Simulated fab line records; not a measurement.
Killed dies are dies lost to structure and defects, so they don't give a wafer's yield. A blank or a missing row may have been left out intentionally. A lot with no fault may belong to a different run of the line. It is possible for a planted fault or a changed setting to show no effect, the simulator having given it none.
Which tool is to blame?    flow sky130    18 wafers from 6 lots sampled at 2 of the route's 708 steps

== WHAT THE GAUGES READ, wafer by wafer ==
SKY_NWELL_RS_MEAS_29: a four-point-probe measurement.
lot   measured      on             NWELL_RS (ohm/sq)
L119  day 5 19:31   film-metro-02  627.6 624.4 626.5
L122  day 6 18:10   film-metro-03  627.0 625.1 624.1
L124  day 7 03:52   film-metro-04  622.4 623.4 622.3
L134  day 9 17:14   film-metro-03  636.4 636.3 637.0
L137  day 10 13:48  film-metro-02  625.0 626.4 624.9
L140  day 11 09:10  film-metro-04  625.8 623.5 625.1

== TOOL THAT RAN EACH LOT (tool first, then ch and the chambers of the sampled wafers, then the start) ==
lot   SKY_NWELL_IMPLANT_11
L119  implanter-02 ch 0, day 5 00:04
L122  implanter-02 ch 0, day 5 21:50
L124  implanter-03 ch 0, day 6 07:07
L134  implanter-02 ch 0, day 8 18:37
L137  implanter-01 ch 0, day 9 14:49
L140  implanter-01 ch 0, day 10 08:46
- SKY_NWELL_IMPLANT_11

== THE ANSWER, worked out from the rows above alone ==
Rule: what is usual is taken from the lots themselves. The widest of any qualifying gaps counts: lots, ordered by their means at a reading, are off when they make up no more than a third of the lots, leave a main group of 4 or more, and stand apart from it by 3 or more times the standard deviation of that group's means. The tables above print the reading to a certain number of digits; a main group whose means all agree to those digits is not used. A lot without any number at a reading at which 4 lots or more have one is off too. The other lots that the step has rows for count as sound.
Off: L134, seen at SKY_NWELL_RS_MEAS_29 (NWELL_RS). For the main group the mean is 624.9 ohm/sq and the standard deviation 1.2.
If a tool, at a process step before that reading, ran all the lots that are off and no sound lot after the first of them, it fits. Those tools and the gauges at SKY_NWELL_RS_MEAS_29 are tried in the same way. 2 tools fit, implanter-02 at SKY_NWELL_IMPLANT_11 and film-metro-03 at SKY_NWELL_RS_MEAS_29, so this cannot tell which one it is.

== WHAT WAS PUT IN BY THE SIMULATOR ==
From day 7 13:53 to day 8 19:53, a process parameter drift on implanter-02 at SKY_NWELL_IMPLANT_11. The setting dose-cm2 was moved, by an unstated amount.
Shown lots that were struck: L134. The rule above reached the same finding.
